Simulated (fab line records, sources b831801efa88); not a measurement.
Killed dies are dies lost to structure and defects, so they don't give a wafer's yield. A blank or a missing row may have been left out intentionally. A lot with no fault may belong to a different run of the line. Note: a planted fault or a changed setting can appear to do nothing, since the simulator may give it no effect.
Which tool was responsible? | flow sky130 | 14 lots with 42 wafers sampled at 3 steps, on a route of 708 steps

## WHAT THE GAUGES READ, wafer by wafer
SKY_CAP2M_THK_MEAS_04: measures by xrf.
lot  | measured     | on            | CAP2M_TIN_THK (nm)
L606 | day 40 05:04 | film-metro-01 | 200.7 199.1 199.6
L607 | day 40 09:31 | film-metro-02 | 196.1 194.2 193.2
L608 | day 40 11:07 | film-metro-01 | 197.8 199.0 196.8
L609 | day 40 13:43 | film-metro-02 | 196.3 194.0 195.2
L610 | day 40 15:16 | film-metro-02 | 198.4 197.0 197.7
L619 | day 43 17:37 | film-metro-02 | 193.8 197.6 194.5
L620 | day 43 19:28 | film-metro-01 | 192.1 195.8 195.5
L622 | day 44 09:44 | film-metro-02 | 199.9 196.9 197.4
L623 | day 44 13:17 | film-metro-04 | 197.0 201.2 198.9
L625 | day 45 08:20 | film-metro-04 | 193.2 194.4 194.8
L626 | day 45 09:55 | film-metro-02 | 198.4 197.9 196.8
L627 | day 45 15:40 | film-metro-04 | 195.8 200.2 198.5
L628 | day 45 17:52 | film-metro-02 | 193.8 195.9 195.5
L629 | day 46 03:34 | film-metro-04 | 194.3 193.2 194.9

## TOOL THAT RAN EACH LOT (tool first, then ch and the chambers of the sampled wafers, then the start)
lot  | SKY_METAL4_SPUTTER_03        | SKY_CAP2M_SPUTTER_02
L606 | pvd-sputter-01, day 40 04:41 | pvd-sputter-02, day 40 04:50
L607 | pvd-sputter-01, day 40 09:07 | pvd-sputter-02, day 40 09:17
L608 | pvd-sputter-03, day 40 10:44 | pvd-sputter-02, day 40 10:53
L609 | pvd-sputter-01, day 40 13:20 | pvd-sputter-03, day 40 13:29
L610 | pvd-sputter-01, day 40 14:53 | pvd-sputter-03, day 40 15:02
L619 | pvd-sputter-04, day 43 17:14 | pvd-sputter-02, day 43 17:23
L620 | pvd-sputter-01, day 43 19:05 | pvd-sputter-02, day 43 19:14
L622 | pvd-sputter-04, day 44 09:19 | pvd-sputter-01, day 44 09:28
L623 | pvd-sputter-04, day 44 12:53 | pvd-sputter-03, day 44 13:02
L625 | pvd-sputter-04, day 45 07:55 | pvd-sputter-02, day 45 08:04
L626 | pvd-sputter-01, day 45 09:31 | pvd-sputter-03, day 45 09:40
L627 | pvd-sputter-03, day 45 15:17 | pvd-sputter-01, day 45 15:26
L628 | pvd-sputter-01, day 45 17:29 | pvd-sputter-02, day 45 17:38
L629 | pvd-sputter-03, day 46 03:11 | pvd-sputter-02, day 46 03:20
- SKY_METAL4_SPUTTER_03: material Ti, target thk 5 nm, time 3.3 s.
- SKY_CAP2M_SPUTTER_02: material TiN, target thk 200 nm, time 166.7 s.

## WHAT THE TOOLS THEMSELVES READ (means of the sampled wafers that have a number; where no wafer has one, the mark that the record gives instead)
SKY_METAL4_SPUTTER_03.
lot  | tool           | throttle-valve-pct (%)
L606 | pvd-sputter-01 | 31.5
L607 | pvd-sputter-01 | 31.0
L608 | pvd-sputter-03 | 30.3
L609 | pvd-sputter-01 | 31.5
L610 | pvd-sputter-01 | 31.1
L619 | pvd-sputter-04 | 30.1
L620 | pvd-sputter-01 | 30.9
L622 | pvd-sputter-04 | 30.7
L623 | pvd-sputter-04 | 31.3
L625 | pvd-sputter-04 | 30.8
L626 | pvd-sputter-01 | 30.8
L627 | pvd-sputter-03 | 29.6
L628 | pvd-sputter-01 | 31.1
L629 | pvd-sputter-03 | 30.1

SKY_CAP2M_SPUTTER_02.
lot  | tool           | susceptor-temp-C (C) | throttle-valve-pct (%)
L606 | pvd-sputter-02 | 300.15               | 28.7
L607 | pvd-sputter-02 | 299.96               | 28.9
L608 | pvd-sputter-02 | 299.88               | 28.9
L609 | pvd-sputter-03 | 299.94               | 30.2
L610 | pvd-sputter-03 | 299.92               | 30.2
L619 | pvd-sputter-02 | 299.95               | 28.7
L620 | pvd-sputter-02 | 300.03               | 28.9
L622 | pvd-sputter-01 | 299.86               | 31.1
L623 | pvd-sputter-03 | 299.95               | 30.0
L625 | pvd-sputter-02 | 299.97               | 29.6
L626 | pvd-sputter-03 | 299.94               | 29.8
L627 | pvd-sputter-01 | 299.89               | 31.3
L628 | pvd-sputter-02 | 299.66               | 29.6
L629 | pvd-sputter-02 | 299.96               | 29.7

## THE ANSWER, worked out from the rows above alone
Rule: usual is defined by the lots themselves. The widest of any qualifying gaps counts: lots, ordered by their means at a reading, are off when they make up no more than a third of the lots, leave a main group of 4 or more, and stand apart from it by 3 or more times the standard deviation of that group's means. The tables above print the reading to a certain number of digits; a main group whose means all agree to those digits is not used. A lot without any number at a reading at which 4 lots or more have one is off too. The other lots that the step has rows for count as sound. Order of review: gauges by route order, followed by the tools' own readings, for which a lot's mean as printed above is used. At the first step where some lot is off, the reading lying furthest off is the one used; lots without a number count as furthest.
None of the lots is off at any reading shown; this tells nothing.

## WHAT THE SIMULATOR HAD INSERTED
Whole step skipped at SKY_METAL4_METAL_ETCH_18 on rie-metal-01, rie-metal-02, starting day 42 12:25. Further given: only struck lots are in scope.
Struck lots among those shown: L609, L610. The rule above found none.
